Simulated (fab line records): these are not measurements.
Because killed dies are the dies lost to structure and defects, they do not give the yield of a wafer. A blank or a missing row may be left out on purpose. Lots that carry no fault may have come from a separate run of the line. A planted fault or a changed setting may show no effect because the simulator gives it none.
Which tool was responsible? | flow sky130 | 24 lots, 72 wafers sampled, at 5 steps of a route of 708

## WHAT EACH GAUGE READ, for each wafer
SKY_FIELD_ISO_THK_MEAS_02. Usual: FIELD_ISO_OXIDATION_00_THK typically reads 11.93 nm, with standard deviation 0.22.
lot  | measured    | on            | FIELD_ISO_OXIDATION_00_THK (nm) | flag
L074 | day 1 11:38 | film_metro-03 | 11.78 11.72 11.74               |
L075 | day 1 16:38 | film_metro-02 | 12.00 11.91 11.90               |
L076 | day 1 22:27 | film_metro-03 | 12.28 12.18 11.96               |
L077 | day 2 06:05 | film_metro-01 | 11.88 12.00 12.07               |
L078 | day 2 09:18 | film_metro-03 | 11.91 11.88 11.86               |
L079 | day 2 15:36 | film_metro-02 | 11.96 11.92 12.04               |
L080 | day 2 19:25 | film_metro-02 | 11.62 11.61 11.79               |
L081 | day 3 01:35 | film_metro-01 | 12.23 12.11 12.15               |
L082 | day 3 04:16 | film_metro-02 | 12.17 11.96 12.01               |
L083 | day 3 10:01 | film_metro-02 | 11.89 12.05 12.02               |
L084 | day 3 14:15 | film_metro-02 | 11.81 11.93 11.91               |
L085 | day 3 18:46 | film_metro-01 | 11.89 11.82 11.67               |
L086 | day 3 23:45 | film_metro-01 | 11.84 11.62 11.91               |
L087 | day 4 05:41 | film_metro-03 | 11.50 11.71 11.47               |
L088 | day 4 09:58 | film_metro-01 | 11.83 11.66 11.95               |
L089 | day 4 15:53 | film_metro-01 | 11.94 12.03 12.03               |
L090 | day 4 19:50 | film_metro-03 | 12.03 11.82 11.92               |
L091 | day 5 00:38 | film_metro-01 | 12.24 11.95 11.86               |
L092 | day 5 07:05 | film_metro-03 | 11.85 11.93 11.84               |
L093 | day 5 11:09 | film_metro-02 | 12.05 12.05 11.97               |
L094 | day 5 16:27 | film_metro-03 | 12.16 11.90 11.96               |
L095 | day 5 20:38 | film_metro-01 | 12.05 12.09 12.13               |
L096 | day 6 01:38 | film_metro-02 | 11.48 11.52 11.78               |
L097 | day 6 06:38 | film_metro-03 | 12.58 12.31 12.49               |

SKY_FIELD_ISO_THK_MEAS_04. Usual: FIELD_ISO_CVD_03_THK typically reads 165.6 nm, with standard deviation 1.5.
lot  | measured    | on            | FIELD_ISO_CVD_03_THK (nm) | flag
L074 | day 1 16:18 | film_metro-01 | 165.3 164.3 164.9         |
L075 | day 1 18:29 | film_metro-02 | 165.7 166.2 168.0         |
L076 | day 2 00:18 | film_metro-03 | 168.5 166.8 166.4         |
L077 | day 2 07:56 | film_metro-03 | 164.3 164.1 163.8         |
L078 | day 2 11:08 | film_metro-03 | 167.3 167.8 167.2         |
L079 | day 2 17:27 | film_metro-02 | 166.1 166.7 165.9         |
L080 | day 2 21:15 | film_metro-01 | 166.1 166.5 165.7         |
L081 | day 3 03:26 | film_metro-02 | 164.5 164.5 163.0         |
L082 | day 3 08:50 | film_metro-02 | 163.7 164.7 164.9         |
L083 | day 3 13:02 | film_metro-02 | 164.4 163.9 166.2         |
L084 | day 3 16:06 | film_metro-02 | 166.3 168.3 166.6         |
L085 | day 3 20:37 | film_metro-01 | 166.3 167.2 168.6         |
L086 | day 4 01:35 | film_metro-01 | 166.1 167.7 166.8         |
L087 | day 4 07:52 | film_metro-03 | 165.3 165.5 165.5         |
L088 | day 4 13:15 | film_metro-01 | 166.5 167.3 165.8         |
L089 | day 4 17:44 | film_metro-03 | 163.1 164.1 162.8         |
L090 | day 4 22:30 | film_metro-03 | 165.8 164.9 166.2         |
L091 | day 5 02:29 | film_metro-02 | 163.8 163.5 163.1         |
L092 | day 5 08:56 | film_metro-03 | 165.7 165.7 166.3         |
L093 | day 5 13:16 | film_metro-01 | 163.3 163.3 162.9         |
L094 | day 5 19:36 | film_metro-03 | 165.1 164.3 166.1         |
L095 | day 5 22:35 | film_metro-02 | 167.0 167.4 166.5         |
L096 | day 6 04:20 | film_metro-03 | 166.4 164.6 165.6         |
L097 | day 6 08:29 | film_metro-03 | 164.7 164.8 163.9         |

SKY_GATE_OXIDE_THK_MEAS_02. Usual: GATE_OXIDE_OXIDATION_00_THK typically reads 10.39 nm, with standard deviation 0.16.
lot  | measured     | on            | GATE_OXIDE_OXIDATION_00_THK (nm) | flag
L074 | day 13 06:08 | film_metro-01 | 10.45 10.46 10.41                |
L075 | day 13 06:09 | film_metro-04 | 10.33 10.38 10.31                |
L076 | day 13 17:14 | film_metro-03 | 10.60 10.57 10.81                |
L077 | day 14 11:23 | film_metro-03 | 10.55 10.50 10.41                |
L078 | day 14 23:59 | film_metro-01 | 10.36 10.55 10.23                |
L079 | day 14 23:59 | film_metro-03 | 10.14 10.06 10.00                |
L080 | day 15 08:41 | film_metro-03 | 10.63 10.62 10.27                |
L081 | day 15 08:41 | film_metro-04 | 10.26 10.33 10.28                |
L082 | day 15 14:49 | film_metro-04 | 10.48 10.38 10.39                |
L083 | day 16 07:56 | film_metro-01 | 10.59 10.66 10.68                |
L084 | day 16 07:57 | film_metro-03 | 10.54 10.41 10.22                |
L085 | day 16 16:43 | film_metro-04 | 10.49 10.49 10.59                |
L086 | day 16 20:28 | film_metro-03 | 10.52 10.16 10.46                |
L087 | day 17 01:12 | film_metro-03 | 10.39 10.46 10.51                |
L088 | day 17 09:33 | film_metro-03 | 10.41 10.27 10.42                |
L089 | day 17 16:18 | film_metro-04 | 10.08 10.27 10.11                |
L090 | day 17 23:50 | film_metro-04 | 10.55 10.36 10.38                |
L091 | day 18 05:25 | film_metro-03 | 10.13 10.20 10.16                |
L092 | day 18 17:20 | film_metro-03 | 10.35 10.57 10.58                |
L093 | day 18 22:31 | film_metro-03 | 10.42 10.44 10.37                |
L094 | day 19 07:11 | film_metro-04 | 10.40 10.50 10.27                |
L095 | day 19 20:02 | film_metro-03 | 10.31 10.35 10.39                |
L096 | day 19 23:23 | film_metro-03 | 10.34 10.33 10.27                |
L097 | day 20 03:31 | film_metro-04 | 10.53 10.23 10.43                |

SKY_GATE_OXIDE_OVL_MEAS_10. Usual: GATE_OXIDE_OVL typically reads -0.7 nm, with standard deviation 1.3.
lot  | measured     | on         | GATE_OXIDE_OVL (nm) | flag
L074 | day 14 05:59 | overlay-02 | -3.9 -4.4 -3.3      |
L075 | day 14 06:17 | overlay-02 | 0.4 0.3 0.8         |
L076 | day 14 17:48 | overlay-01 | -1.5 -0.2 -2.6      |
L077 | day 15 11:59 | overlay-01 | -0.6 -0.5 -1.5      |
L078 | day 16 01:41 | overlay-01 | -1.0 -1.8 -1.5      |
L079 | day 16 01:20 | overlay-02 | -3.2 -0.2 -1.9      |
L080 | day 16 12:32 | overlay-01 | -1.4 -0.3 0.1       |
L081 | day 16 12:14 | overlay-02 | -0.2 -0.6 -1.3      |
L082 | day 16 17:23 | overlay-01 | 1.9 -0.4 0.0        |
L083 | day 17 12:22 | overlay-01 | -1.5 -2.9 -1.2      |
L084 | day 17 12:41 | overlay-02 | -1.5 -1.2 -1.6      |
L085 | day 17 20:50 | overlay-02 | -0.1 -1.6 -0.6      |
L086 | day 18 01:14 | overlay-02 | -2.4 0.1 0.9        |
L087 | day 18 05:50 | overlay-01 | 0.9 2.6 0.6         |
L088 | day 18 15:35 | overlay-01 | -1.1 0.0 0.0        |
L089 | day 18 21:40 | overlay-02 | 0.4 -1.3 -0.9       |
L090 | day 19 06:35 | overlay-01 | 0.5 0.0 -0.7        |
L091 | day 19 12:47 | overlay-02 | -0.7 -1.4 -0.9      |
L092 | day 19 23:47 | overlay-02 | -0.5 -1.0 -1.0      |
L093 | day 20 05:35 | overlay-01 | 0.5 -1.8 -0.7       |
L094 | day 20 13:50 | overlay-02 | 0.4 0.0 -1.1        |
L095 | day 21 02:44 | overlay-02 | 1.5 0.8 0.2         |
L096 | day 21 05:20 | overlay-01 | -0.7 -0.5 -1.1      |
L097 | day 21 10:17 | overlay-01 | -0.9 -2.8 -1.0      |

## WHICH TOOL RAN EACH LOT (tool, then ch and the chambers of the sampled wafers, then the start)
lot  | SKY_FIELD_ISO_CMP_27
L074 | cmp-01 ch 1,2,3, day 2 14:11
L075 | cmp-02 ch 0,2, day 2 17:06
L076 | cmp-01 ch 0,2,3, day 2 21:13
L077 | cmp-01 ch 1,2, day 3 05:37
L078 | cmp-02 ch 0,1, day 3 07:01
L079 | cmp-02 ch 1,2, day 3 14:08
L080 | cmp-02 ch 0,1,2, day 3 17:21
L081 | cmp-01 ch 1,2,3, day 3 22:57
L082 | cmp-02 ch 1,2,3, day 4 04:43
L083 | cmp-01 ch 0,1, day 4 11:20
L084 | cmp-02 ch 1,2, day 4 12:50
L085 | cmp-01 ch 0,2,3, day 4 18:10
L086 | cmp-02 ch 0,1,3, day 4 22:50
L087 | cmp-02 ch 0,1,3, day 5 05:57
L088 | cmp-01 ch 0,1,3, day 5 12:07
L089 | cmp-02 ch 0,2, day 5 15:55
L090 | cmp-02 ch 0,2,3, day 5 20:40
L091 | cmp-02 ch 0,1, day 5 23:53
L092 | cmp-01 ch 1,2,3, day 6 06:24
L093 | cmp-02 ch 0,3, day 6 12:31
L094 | cmp-01 ch 0,3, day 6 18:10
L095 | cmp-02 ch 0,1,3, day 6 21:34
L096 | cmp-02 ch 0,2,3, day 7 04:45
L097 | cmp-02 ch 0,2,3, day 7 07:25
- SKY_FIELD_ISO_CMP_27: polishes, stops on Si3N4, t overpolish 16 s, target thk 457.8 nm.

## WHAT THE TOOLS THEMSELVES READ (means of the sampled wafers that have a number; where no wafer has one, the mark that the record gives instead)
SKY_FIELD_ISO_CMP_27. Usual: head_pressure_psi 3.999 psi, standard deviation 0.0084; motor_current_A 12.1 A, standard deviation 1.2; overpolish_run_s 16.001 s, standard deviation 0.0098; platen_rpm 60.00 rpm, standard deviation 0.038; time_to_endpoint_s 111 s, standard deviation 5.6.
lot  | tool   | head_pressure_psi (psi) | motor_current_A (A) | overpolish_run_s (s) | platen_rpm (rpm) | time_to_endpoint_s (s) | flag
L074 | cmp-01 | 4.000                   | 11.4                | 16.007               | 59.96            | 115                    |
L075 | cmp-02 | 3.997                   | 13.0                | 15.994               | 59.99            | 109                    |
L076 | cmp-01 | 4.003                   | 11.0                | 16.012               | 59.98            | 109                    |
L077 | cmp-01 | 4.007                   | 11.0                | 16.004               | 60.02            | 119                    |
L078 | cmp-02 | 4.003                   | 11.7                | 15.999               | 60.02            | 117                    |
L079 | cmp-02 | 3.993                   | 12.7                | 16.007               | 60.02            | 106                    |
L080 | cmp-02 | 4.002                   | 12.4                | 16.007               | 59.99            | 112                    |
L081 | cmp-01 | 4.003                   | 11.5                | 16.004               | 60.02            | 112                    |
L082 | cmp-02 | 3.995                   | 13.3                | 16.012               | 60.01            | 110                    |
L083 | cmp-01 | 4.000                   | 11.0                | 15.997               | 59.98            | 112                    |
L084 | cmp-02 | 3.997                   | 12.3                | 15.985               | 60.00            | 105                    |
L085 | cmp-01 | 3.995                   | 10.8                | 15.996               | 60.02            | 108                    |
L086 | cmp-02 | 3.995                   | 12.4                | 15.997               | 59.98            | 110                    |
L087 | cmp-02 | 3.998                   | 12.4                | 16.001               | 60.00            | 112                    |
L088 | cmp-01 | 3.996                   | 11.5                | 16.013               | 59.95            | 109                    |
L089 | cmp-02 | 4.001                   | 12.0                | 15.992               | 60.04            | 118                    |
L090 | cmp-02 | 4.000                   | 12.9                | 15.994               | 60.01            | 114                    |
L091 | cmp-02 | 4.000                   | 11.7                | 16.006               | 60.03            | 110                    |
L092 | cmp-01 | 4.002                   | 11.6                | 16.007               | 60.01            | 108                    |
L093 | cmp-02 | 3.991                   | 12.4                | 16.000               | 60.02            | 115                    |
L094 | cmp-01 | 4.003                   | 10.7                | 15.999               | 59.97            | 106                    |
L095 | cmp-02 | 3.992                   | 12.1                | 16.006               | 60.02            | 111                    |
L096 | cmp-02 | 4.005                   | 13.0                | 15.993               | 60.01            | 119                    |
L097 | cmp-02 | 4.006                   | 13.3                | 16.001               | 59.98            | 114                    |

## THE ANSWER, worked out from the rows above alone
Rule: lot off if the mean of its wafers having a number is beyond 3 standard deviations from the usual mean. Also off: a lot with no number at a reading for which 4 or more lots have one. The other lots that the step has rows for count as sound. The gauges are gone through in route order, then the tools' own readings, and for those a lot's mean is taken as printed above. At the first step where some lot is off, the reading lying furthest off is the one used; lots without a number count as furthest.
None of the lots is off at any reading shown; this tells nothing.

## WHAT THE SIMULATOR HAD PUT IN
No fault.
